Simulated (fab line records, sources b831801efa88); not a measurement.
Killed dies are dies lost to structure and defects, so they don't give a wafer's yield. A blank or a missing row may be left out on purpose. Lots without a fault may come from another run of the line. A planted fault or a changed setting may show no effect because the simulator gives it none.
Problem report in the 8D (eight disciplines) form, filled by code | flow gf180mcu | the parts of the form that need people (team, actions taken, sign-off) are left out

1. THE PROBLEM
SAB_CVD_00_THK at GF_SAB_THK_MEAS_01 reads a mean of 63.2 nm on 4 wafers of 2 lots; wafers without a fault read 50.2 nm with a standard deviation of 0.66. That is +20 standard deviations from the usual mean.
First seen on wafer L247.1, day 20 08:52, on film_metro-01. The record holds 39 wafers of 13 lots with a number at this step. Rule for "out", or "out of limits": more than 4 standard deviations from the usual mean. The other wafers with a number count as sound.

2. WHAT IT IS AND WHAT IT IS NOT
question                    | is                             | is not
which readings at this step | SAB_CVD_00_THK                 | -
which lots                  | L247, L250                     | L231, L234, L235, L239, L240, L241, L242, L243, L244, L251, L253
which wafers of those lots  | L247.1, L247.3, L247.5, L250.2 | L250.1, L250.3
read on which gauges        | film_metro-01, film_metro-03   | film_metro-02
when                        | from day 20 08:52              | up to then (27 sound wafers); but 8 sound wafers of L250, L251, L253 came after

3. SUSPECTS, AND WHAT RULES EACH OUT
Counting: a tool at a process step up to the reading stays a suspect if it ran every lot that is out. Sound lots after the first of them don't rule it out here, since some wafers of a struck lot are sound.
- the gauge at GF_SAB_THK_MEAS_01: ruled out. The wafers that are out were read on 2 gauges (film_metro-01, film_metro-03).
- pecvd-01 at GF_SAB_CVD_00 (deposits SiO2 from TEOS, target thk 50 nm, time 4.9302 s): kept. It ran every lot that is out, first L247 (day 20 08:50); its last sound lot up to then is L244 (day 19 06:50).
- Within pecvd-01 at GF_SAB_CVD_00: the wafers that are out ran in chamber 0; their sound lot-mates ran in chambers 1, 2.
Left after counting: pecvd-01 at GF_SAB_CVD_00.

4. THE CAUSE (what the simulator had put in)
Process parameter drift: pecvd-01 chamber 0, from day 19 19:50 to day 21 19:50, at GF_SAB_CVD_00. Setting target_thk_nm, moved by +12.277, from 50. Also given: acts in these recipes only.
Counting left only this tool.

5. THE CHAIN OF EFFECTS, in route order
Each row: a reading whose mean over the struck wafers that have a number lies more than 3 standard deviations from the usual. Only readings for which the record gives a usual standard deviation are gone through. hours: the time from each lot's start at the first step in this table that gives one to its start at this step, as a median over the lots. sigmas: the change in usual standard deviations.
hours | step               | reading        | usual   | on struck wafers | change | sigmas
0     | GF_SAB_THK_MEAS_01 | SAB_CVD_00_THK | 50.2 nm | 63.2             | +13.0  | +20
Later measuring or inspecting steps at which every struck wafer that the step has a row for has a number for every such reading, and none has moved that far: GF_V1_THK_MEAS_25.

6. WHAT WOULD HAVE CAUGHT IT SOONER
In this record the first reading out of limits at a measuring or inspecting step was taken at day 20 08:52, 13 hours after the fault began at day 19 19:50.
Of the tool readings at GF_SAB_CVD_00 for which the record gives a usual standard deviation, none was out on any struck wafer, so an alarm limit of 4 standard deviations on them would not have fired.
Of the lots that are out (2), L250 began GF_SAB_CVD_00 on pecvd-01 after day 20 08:52. A hold on the tool at that time would have spared it.
